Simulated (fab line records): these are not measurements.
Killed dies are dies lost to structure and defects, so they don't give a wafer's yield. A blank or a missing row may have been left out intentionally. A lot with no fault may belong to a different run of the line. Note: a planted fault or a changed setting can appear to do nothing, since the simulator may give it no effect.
Which tool is to blame? -- flow gf180mcu -- 21 wafers from 7 lots sampled at 2 of the route's 602 steps

== WHAT EACH GAUGE READ, for each wafer ==
GF_NWELL_TW_MEAS_11.
lot,measured,on,NWELL_TW
L939,day 3 13:30,film metro-04,1572 1585 1581
L942,day 3 22:45,film metro-01,1581 1577 1580
L944,day 4 14:31,film metro-01,1593 1582 1590
L946,day 5 01:48,film metro-01,1575 1576 1578
L950,day 5 20:39,film metro-04,1589 1583 1582
L954,day 7 02:02,film metro-01,2439 2445 2453 2446 2441 2446
L956,day 7 07:11,film metro-02,2415 2393 2401 2416 2405 2400

== EACH LOT AND THE TOOL THAT RAN IT (in order: tool; ch and the chambers of the sampled wafers; start) ==
lot,GF_NWELL_IMPLANT_08
L939,"implanter-02 ch 0, day 3 13:07"
L942,"implanter-03 ch 0, day 3 22:21"
L944,"implanter-02 ch 0, day 4 14:08"
L946,"implanter-01 ch 0, day 5 01:24"
L950,"implanter-02 ch 0, day 5 20:16"
L954,"implanter-02 ch 0, day 7 01:38"
L956,"implanter-01 ch 0, day 7 06:48"
- GF_NWELL_IMPLANT_08

== THE ANSWER, worked out from the rows above alone ==
Rule: the lots themselves supply what counts as usual. Put in order of their means at a reading, lots are off if they are a third of the lots or fewer, leave a main group of 4 or more, and stand apart from it by a gap of 3 or more times the standard deviation of the main group's means; of several such gaps the widest counts. The tables above print the reading to a certain number of digits; a main group whose means all agree to those digits is not used. Also off: a lot with no number at a reading for which 4 or more lots have one. The other lots that the step has rows for count as sound.
Off: L954, L956, seen at GF_NWELL_TW_MEAS_11 (NWELL_TW). Main group: mean 1582, sd 4.3.
If a tool, at a process step before that reading, ran all the lots that are off and no sound lot after the first of them, it fits. The gauges at GF_NWELL_TW_MEAS_11 are tried like those tools. Not one of the candidates tried fits.

== WHAT HAD BEEN PUT IN BY THE SIMULATOR ==
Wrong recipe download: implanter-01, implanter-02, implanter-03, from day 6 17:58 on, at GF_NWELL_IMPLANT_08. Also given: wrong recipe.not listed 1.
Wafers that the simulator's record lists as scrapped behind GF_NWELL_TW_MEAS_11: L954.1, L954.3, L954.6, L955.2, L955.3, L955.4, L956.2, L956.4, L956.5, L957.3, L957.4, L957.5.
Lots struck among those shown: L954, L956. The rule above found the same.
